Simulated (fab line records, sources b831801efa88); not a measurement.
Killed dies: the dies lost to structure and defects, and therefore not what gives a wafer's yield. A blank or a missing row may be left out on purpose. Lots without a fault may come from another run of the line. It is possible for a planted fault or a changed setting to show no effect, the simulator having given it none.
Problem report in the 8D (eight disciplines) form, filled by code -- flow sky130 -- the parts of the form that need people (team, actions taken, sign-off) are left out

1. WHAT WENT WRONG
Wafers free of any fault read 451 (standard deviation 3.4) for LDD_HVP_TW at SKY_LDD_HVP_TW_MEAS_10, against a mean of 404 on 6 wafers of 2 lots. Relative to the usual mean, that is a shift of -14 standard deviations.
First seen on wafer L902.3, day 27 03:20, on film-metro-02. The record has a number at this step for 36 wafers belonging to 12 lots. By rule, "out" or "out of limits" means more than 4 standard deviations away from the usual mean. The other wafers with a number count as sound.

2. WHAT THIS IS AND IS NOT
question,is,is not
which readings at this step,LDD_HVP_TW,-
which lots,"L902, L905","L890, L891, L893, L897, L898, L899, L907, L908, L909, L910"
which wafers of those lots,all that have a number,-
read on which gauges,film-metro-02,"film-metro-03, film-metro-04"
when,from day 27 03:20,"up to then (18 sound wafers); but 12 sound wafers of L907, L908, L909, L910 came after"

3. SUSPECTS, AND WHAT RULES EACH OUT
Counting: a tool stays on the suspect list if, at a process step up to the reading, it processed all lots that are out and no sound lot following the first of them.
- the gauge at SKY_LDD_HVP_TW_MEAS_10 is ruled out. All the wafers that are out were read on film-metro-02, but those of them that SKY_LDD_HVP_IMPLANT_08 has rows for are out there too, on other tools.
- implanter-02 at SKY_LDD_HVP_IMPLANT_08: kept. Every lot that is out went through it, starting with L902 (day 27 03:07), and after that it ran no sound lot; the last sound lot it ran before then is L899 (day 25 23:55). Its own readings are out on those wafers: tilt-deg.
- plasma-asher-03 at SKY_LDD_HVP_STRIP_09 (strips in O2/N2): ruled out as a lasting fault. Sound lots L907, L908, L910 ran on it after its first lot that is out, L902 (day 27 03:15).
Remaining after the count: implanter-02 at SKY_LDD_HVP_IMPLANT_08.

4. THE CAUSE (what the simulator had put in)
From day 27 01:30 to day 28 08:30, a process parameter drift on implanter-02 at SKY_LDD_HVP_IMPLANT_08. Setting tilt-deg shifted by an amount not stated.
The count eliminated every tool but this one.

5. SEQUENCE OF EFFECTS, ordered by route
Rows list readings where the struck wafers' mean (over those with a number) sits beyond 3 standard deviations from the usual. Only readings for which the record gives a usual standard deviation are gone through. hours: the time from each lot's start at the first step in this table that gives one to its start at this step, as a median over the lots. sigmas: the change in usual standard deviations.
hours,step,reading,usual,on struck wafers,change,sigmas
0,SKY_LDD_HVP_IMPLANT_08,tilt-deg,17.898 degrees,0.015,-17.883,-99 or more
0,SKY_LDD_HVP_TW_MEAS_10,LDD_HVP_TW,451,404,-48,-14
Its process steps:
- SKY_LDD_HVP_IMPLANT_08

6. WHAT WOULD HAVE CAUGHT IT SOONER
2 hours passed between the start of the fault at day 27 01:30 and the first reading out of limits at a measuring or inspecting step in this record, taken at day 27 03:20.
At SKY_LDD_HVP_IMPLANT_08, the tool's own readings (tilt-deg) were out on each struck wafer the step has a row for, so an alarm limit on them would have fired on the first such wafer.
L905, from the lots that are out (2), started SKY_LDD_HVP_IMPLANT_08 on implanter-02 later than day 27 03:20. A tool hold placed at that time would have kept it from harm.
